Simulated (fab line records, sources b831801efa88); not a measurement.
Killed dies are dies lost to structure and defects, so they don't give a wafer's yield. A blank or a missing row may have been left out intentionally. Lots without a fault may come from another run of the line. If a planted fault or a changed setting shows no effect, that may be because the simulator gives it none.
Problem report in the 8D (eight disciplines) form, filled by code || flow sky130 || the parts of the form that need people (team, actions taken, sign-off) are left out

1. WHAT WENT WRONG
At SKY_CAP2M_STRIP_14, o2-flow-sccm averages 2398 sccm over 6 wafers from 2 lots, while fault-free wafers read 3001 sccm, standard deviation 8.5. Measured from the usual mean, that is -71 standard deviations.
The step: strips in O2/N2.
First observed at day 41 10:21: wafer L368.1, on plasma-asher-01. Wafers with a number at this step in the record: 39, from 13 lots. By rule, "out" or "out of limits" means more than 4 standard deviations away from the usual mean. The rest of the wafers with a number are treated as sound.

2. WHAT IT IS, AND WHAT IT ISN'T
{"question": "which readings at this step", "is": "o2-flow-sccm", "is not": "drypump-motor-current-A"}
{"question": "which lots", "is": "L368, L369", "is not": "L365, L366, L372, L378, L379, L382, L383, L384, L385, L386, L388"}
{"question": "which wafers of those lots", "is": "all that have a number", "is not": "-"}
{"question": "read on which tools", "is": "plasma-asher-01", "is not": "plasma-asher-02, plasma-asher-04"}
{"question": "when", "is": "from day 41 10:21", "is not": "up to then (6 sound wafers); but 27 sound wafers of L372, L378, L379, L382, L383, L384, L385, L386, L388 came after"}

3. WHAT RULES OUT EACH SUSPECT
Counting: a tool stays on the suspect list if, at a process step up to the reading, it processed all lots that are out and no sound lot following the first of them.
- plasma-asher-01 at SKY_CAP2M_STRIP_14 (strips in O2/N2): ruled out as a lasting fault. Sound lots L382, L384, L388 ran on it after its first lot that is out, L368 (day 41 10:21).
Left after counting: nothing in the record.

4. THE CAUSE (what the simulator had put in)
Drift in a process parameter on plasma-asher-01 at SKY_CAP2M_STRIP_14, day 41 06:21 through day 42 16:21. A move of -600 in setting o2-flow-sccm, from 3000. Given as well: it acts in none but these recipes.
Counting ruled it out, wrongly.

5. THE CHAIN OF EFFECTS, in route order
Each row: a reading whose mean over the struck wafers that have a number lies more than 3 standard deviations from the usual. Only readings whose record carries a usual standard deviation are examined. hours: median over the lots of the time between each lot's start at the first step of this table that gives one and its start at this step. sigmas: the change, counted in usual standard deviations.
{"hours": 0, "step": "SKY_CAP2M_STRIP_14", "reading": "o2-flow-sccm", "usual": "3001 sccm", "on struck wafers": 2398, "change": -603, "sigmas": -71}
The process steps in it:
- SKY_CAP2M_STRIP_14: strips in O2/N2.
Later measuring or inspecting steps at which every struck wafer that the step has a row for has a number for every such reading, and none has moved that far: SKY_METAL4_OVL_MEAS_14.

6. WHAT WOULD HAVE CAUGHT IT SOONER
In this record no reading fell out of limits until day 41 10:21, 4 hours after the fault had begun at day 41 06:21.
